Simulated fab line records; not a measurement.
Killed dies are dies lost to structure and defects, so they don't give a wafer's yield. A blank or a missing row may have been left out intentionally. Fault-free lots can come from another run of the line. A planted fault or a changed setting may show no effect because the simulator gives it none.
A lot that was struck, set against a sound lot	flow sky130	16 steps out of a route of 708
Sound: wafers L472.1, L472.4, L472.6. Wafers struck: L461.4, L461.5, L461.6. The cause is given at the end.
Order at every step that has rows: each side's tool, ch and its chambers, its first start. Under that, the readings that differ: sound wafers	struck wafers	difference of the means	sigmas: that difference in standard deviations of wafers without a fault.
alike: words and numbers the same on both sides, and readings whose means are apart by under 2 such deviations; not compared: readings that were withheld, readings missing a value for some wafer, numbers with overlapping values and no deviation given by the record, and bounds like >300 which may hide the same value.
Wherever a step has rows on one side only, a row that says differs or no value, or a row with sigmas, the two part there. Non-overlapping numbers with no deviation appear without sigmas and do not part them. Lack of a reading on every wafer of one side parts them only where that side has two or more wafers.

first, 3 steps without rows for these wafers: SKY_SONOS_TUNNEL_EXPOSE_04 (exposes mask TUNM, target cd 410 nm); SKY_SONOS_TUNNEL_PEB_05; SKY_SONOS_TUNNEL_DEVELOP_06 (develop time 60 s).
SKY_SONOS_TUNNEL_CD_MEAS_07: target cd 410 nm.
  sound on cd_sem-02, day 17 14:58; struck on cd_sem-01, day 14 03:47
  alike: cd_nm
SKY_SONOS_TUNNEL_OVL_MEAS_08:
  sound on overlay-02, day 17 15:05; struck on overlay-01, day 14 03:52
  alike: SONOS_TUNNEL_OVL
then, 3 steps without rows for these wafers: SKY_SONOS_TUNNEL_IMPLANT_09; SKY_SONOS_TUNNEL_WET_ETCH_10 (etches SiO2 in dHF, target depth 14 nm, time 280 s); SKY_SONOS_TUNNEL_STRIP_11 (strips in SPM, time 600 s).
SKY_SONOS_TUNNEL_TW_MEAS_12:
  sound on film_metro-01, day 17 15:32; struck on film_metro-02, day 14 04:20
  alike: SONOS_TUNNEL_TW
then, 2 steps without rows for these wafers: SKY_SONOS_TUNNEL_CLEAN_13 (cleans in dHF, time 20 s); SKY_SONOS_ONO_OXIDATION_00 (stabilise 600 s, purge 300 s, target thk 2.6 nm).
SKY_SONOS_ONO_THK_MEAS_01:
  sound on film_metro-01, day 17 17:03; struck on film_metro-01, day 14 07:26
  alike: SONOS_ONO_OXIDATION_THK
SKY_SONOS_ONO_CVD_02: deposits Si3N4 from DCS/NH3, target thk 10.5 nm, time 180 s.
  sound on lpcvd-02 ch 0, day 17 17:07; struck on lpcvd-02 ch 1, day 14 07:28
reading	sound	struck	difference	sigmas
spike_tc_centre_C (C)	771.4 771.7 772.6	787.2 786.5 786.9	+15.0	+14
zone_power_centre_pct (%)	16.0 16.0 15.9	19.9 19.6 19.5	+3.7	+6
zone_power_lower_pct (%)	10.73 10.47 10.71	9.27 9.30 9.17	-1.39	-6
zone_power_upper_pct (%)	12.36 12.22 12.17	10.11 10.11 10.08	-2.15	-18
  not compared: model.Si3N4_of_SONOS_ONO_CVD_02.thk_nm
SKY_SONOS_ONO_THK_MEAS_03:
  sound on film_metro-01, day 17 18:10; struck on film_metro-01, day 14 08:33
  alike: SONOS_ONO_CVD_02_THK
then, 1 step without rows for these wafers: SKY_SONOS_ONO_CVD_04 (deposits SiO2 from SiH4/N2O, target thk 5.7199 nm).
-- here the record skips 34 days between the struck wafers' starts before and after, leaving off in module SONOS_ONO and picking up in module PAD_OPEN (first step shown: number 708 of the route) --
SKY_PAD_OPEN_PROBE_99:
  sound on prober-02, day 50 06:21; struck on prober-01, day 47 23:12
reading	sound	struck	difference	sigmas
model.etest.sonos_erased.vt_v (V)	-2.206 -2.196 -2.226	-2.176 -2.171 -2.168	+0.038	
  alike: killed_at_M0_to_M3, killed_at_M4_up, killed_at_contacts, killed_at_front_end, killed_at_other, killed_dies, killed_open, killed_short
  not compared: model.etest.cap_ono.gate_log10_a_cm2, model.etest.cap_ono.tox_acc_nm, model.etest.sonos_programmed.vt_v, model.etest.sonos_baked.vt_v, model.etest.sonos_baked.vt_less_v

## WHERE THEY PART
SKY_SONOS_ONO_CVD_02 only, going by this record. Later steps at which nothing parts them and some readings are alike: SKY_SONOS_ONO_THK_MEAS_03, SKY_PAD_OPEN_PROBE_99.

WHY: the cause the simulator had injected
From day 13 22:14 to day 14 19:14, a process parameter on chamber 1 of lpcvd-02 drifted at SKY_SONOS_ONO_CVD_02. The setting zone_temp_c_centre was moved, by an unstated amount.
